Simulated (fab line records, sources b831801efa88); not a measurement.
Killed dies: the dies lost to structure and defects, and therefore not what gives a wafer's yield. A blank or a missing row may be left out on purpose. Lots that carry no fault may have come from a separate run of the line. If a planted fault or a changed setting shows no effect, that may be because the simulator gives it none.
What tool caused it?	flow gf180mcu	13 lots with 38 wafers sampled at 4 steps, on a route of 602 steps

WHAT THE GAUGES READ, wafer by wafer
GF_HV_LDD_TW_MEAS_23.
lot	measured	on	HV_LDD_2_TW
L693	day 10 17:34	filmMetro-01	1056 1051 1051
L694	day 11 00:02	filmMetro-03	1050 1044 1045
L696	day 11 22:40	filmMetro-03	1049 1047 1048
L697	day 12 05:20	filmMetro-03	1051 1051 1051
L698	day 12 12:32	filmMetro-03	1048 1051 1051
L699	day 12 17:28	filmMetro-01	1052 1050
L708	day 15 13:43	filmMetro-01	1056 1058 1055
L709	day 16 01:40	filmMetro-04	1039 1032 1041
L710	day 16 02:38	filmMetro-04	1038 1037 1033
L711	day 16 12:08	filmMetro-01	1058 1054 1052
L713	day 17 07:31	filmMetro-03	1057 1052 1052
L714	day 17 16:35	filmMetro-04	1041 1045 1036
L716	day 18 02:08	filmMetro-01	1050 1048 1055

WHAT TOOL EACH LOT RAN ON (gives the tool, then ch and the chambers of the sampled wafers, and finally the start)
lot	GF_DUAL_GATE_STRIP_13	GF_POLY_GATE_ETCH_13	GF_HV_LDD_STRIP_22
L693	plasmaAsher-04 ch 0,1, day 8 08:14	rieSi-02 ch 0,1,3, day 9 04:46	plasmaAsher-03 ch 0,1, day 10 17:28
L694	plasmaAsher-04 ch 0,1, day 8 13:55	rieSi-02 ch 1,2, day 9 10:43	plasmaAsher-04 ch 0,1, day 10 23:57
L696	plasmaAsher-02 ch 0,1, day 9 08:42	rieSi-02 ch 0,1,2, day 10 05:34	plasmaAsher-02 ch 0,1, day 11 22:34
L697	plasmaAsher-04 ch 0,1, day 9 13:39	rieSi-02 ch 0,1,3, day 10 11:04	plasmaAsher-02 ch 0,1, day 12 05:14
L698	plasmaAsher-01 ch 0,1, day 9 22:31	rieSi-02 ch 1,2,3, day 10 19:58	plasmaAsher-04 ch 0,1, day 12 12:26
L699	plasmaAsher-02 ch 0, day 10 02:57	rieSi-02 ch 2,3, day 11 00:10	plasmaAsher-04 ch 1, day 12 17:22
L708	plasmaAsher-01 ch 0,1, day 12 18:11	rieSi-02 ch 1,3, day 13 17:43	plasmaAsher-03 ch 0,1, day 15 13:37
L709	plasmaAsher-02 ch 0,1, day 13 02:08	rieSi-01 ch 0,1,2, day 14 03:17	plasmaAsher-04 ch 0,1, day 16 01:34
L710	plasmaAsher-02 ch 0,1, day 13 05:32	rieSi-02 ch 0,3, day 14 05:04	plasmaAsher-03 ch 0,1, day 16 02:31
L711	plasmaAsher-02 ch 0,1, day 13 12:48	rieSi-01 ch 0,1,3, day 14 12:58	plasmaAsher-03 ch 0,1, day 16 12:02
L713	plasmaAsher-02 ch 0,1, day 14 06:24	rieSi-02 ch 0,1,3, day 15 07:38	plasmaAsher-02 ch 0,1, day 17 07:25
L714	plasmaAsher-02 ch 0,1, day 14 14:23	rieSi-01 ch 0,1,3, day 15 15:29	plasmaAsher-03 ch 0,1, day 17 16:29
L716	plasmaAsher-04 ch 0,1, day 14 23:58	rieSi-01 ch 1,2,3, day 16 02:10	plasmaAsher-02 ch 0, day 18 02:02
- GF_DUAL_GATE_STRIP_13: strips in O2/N2.
- GF_POLY_GATE_ETCH_13: etches poly-Si in HBr/Cl2, stops on SiO2, target depth 198.5 nm, time 69.6 s.
- GF_HV_LDD_STRIP_22: strips in O2/N2.

AS READ BY THE TOOLS THEMSELVES (means over the sampled wafers that have a number; for cases with no such wafer, the mark the record gives instead)
GF_DUAL_GATE_STRIP_13.
lot	tool	drypumpMotorCurrentA (A)	heaterPowerW (W)	n2FlowSccm (sccm)	oesProductAu (a.u.)	stripTimeToEndpointS (s)
L693	plasmaAsher-04	5.0	316	299.5	0.713	12.64
L694	plasmaAsher-04	5.0	315	300.4	0.713	12.60
L696	plasmaAsher-02	5.7	342	299.4	0.721	12.62
L697	plasmaAsher-04	5.0	324	300.0	0.719	12.57
L698	plasmaAsher-01	5.5	379	300.9	0.720	12.63
L699	plasmaAsher-02	5.2	346	300.9	0.717	12.57
L708	plasmaAsher-01	5.5	348	299.5	0.715	12.60
L709	plasmaAsher-02	5.7	348	300.6	0.719	12.66
L710	plasmaAsher-02	6.2	345	300.7	0.722	12.62
L711	plasmaAsher-02	6.2	339	300.6	0.712	12.63
L713	plasmaAsher-02	6.2	344	300.1	0.713	12.61
L714	plasmaAsher-02	5.7	344	299.7	0.711	12.59
L716	plasmaAsher-04	5.4	306	300.8	0.714	12.63

GF_POLY_GATE_ETCH_13.
lot	tool	drypumpMotorCurrentA (A)	oesProductAu (a.u.)	runLengthS (s)	throttleValvePct (%)
L693	rieSi-02	5.7	0.984	97.5	33.680
L694	rieSi-02	5.0	0.986	97.9	33.688
L696	rieSi-02	5.3	0.987	98.1	33.692
L697	rieSi-02	5.7	0.981	96.9	33.686
L698	rieSi-02	5.5	0.987	96.8	33.689
L699	rieSi-02	5.5	0.981	96.5	33.677
L708	rieSi-02	5.7	0.990	97.4	33.679
L709	rieSi-01	5.5	0.992	97.9	33.692
L710	rieSi-02	6.0	0.979	97.0	33.672
L711	rieSi-01	5.5	0.990	97.9	33.683
L713	rieSi-02	5.7	0.993	97.3	33.687
L714	rieSi-01	5.5	0.992	97.8	33.682
L716	rieSi-01	5.6	0.984	97.9	33.683

GF_HV_LDD_STRIP_22.
lot	tool	drypumpMotorCurrentA (A)	heaterPowerW (W)	n2FlowSccm (sccm)	oesProductAu (a.u.)	stripTimeToEndpointS (s)
L693	plasmaAsher-03	5.9	349	299.2	0.717	12.65
L694	plasmaAsher-04	5.0	321	299.7	0.717	12.62
L696	plasmaAsher-02	6.2	335	300.0	0.712	12.61
L697	plasmaAsher-02	6.2	345	301.0	0.714	12.61
L698	plasmaAsher-04	5.0	314	300.7	0.716	12.66
L699	plasmaAsher-04	5.7	300	299.7	0.718	12.66
L708	plasmaAsher-03	6.2	358	300.2	0.719	12.60
L709	plasmaAsher-04	5.4	305	299.8	0.718	12.60
L710	plasmaAsher-03	5.9	346	299.7	0.714	12.59
L711	plasmaAsher-03	6.2	357	300.3	0.718	12.65
L713	plasmaAsher-02	5.7	345	300.7	0.718	12.64
L714	plasmaAsher-03	6.2	356	300.3	0.717	12.58
L716	plasmaAsher-02	5.2	355	300.0	0.717	12.59

THE ANSWER, worked out from the rows above alone
Rule: usual is defined by the lots themselves. Put in order of their means at a reading, lots are off if they are a third of the lots or fewer, leave a main group of 4 or more, and stand apart from it by a gap of 3 or more times the standard deviation of the main group's means; of several such gaps the widest counts. The tables above print the reading to a certain number of digits; a main group whose means all agree to those digits is not used. A lot without any number at a reading at which 4 lots or more have one is off too. The other lots that the step has rows for count as sound. Order of review: gauges by route order, followed by the tools' own readings, for which a lot's mean as printed above is used. The first step at which some lot is off is used, and at that step the reading that is off furthest; a lot without a number counts as furthest.
No lot is off on any of the readings shown, so nothing can be concluded from this.

WHAT HAD BEEN PUT IN BY THE SIMULATOR
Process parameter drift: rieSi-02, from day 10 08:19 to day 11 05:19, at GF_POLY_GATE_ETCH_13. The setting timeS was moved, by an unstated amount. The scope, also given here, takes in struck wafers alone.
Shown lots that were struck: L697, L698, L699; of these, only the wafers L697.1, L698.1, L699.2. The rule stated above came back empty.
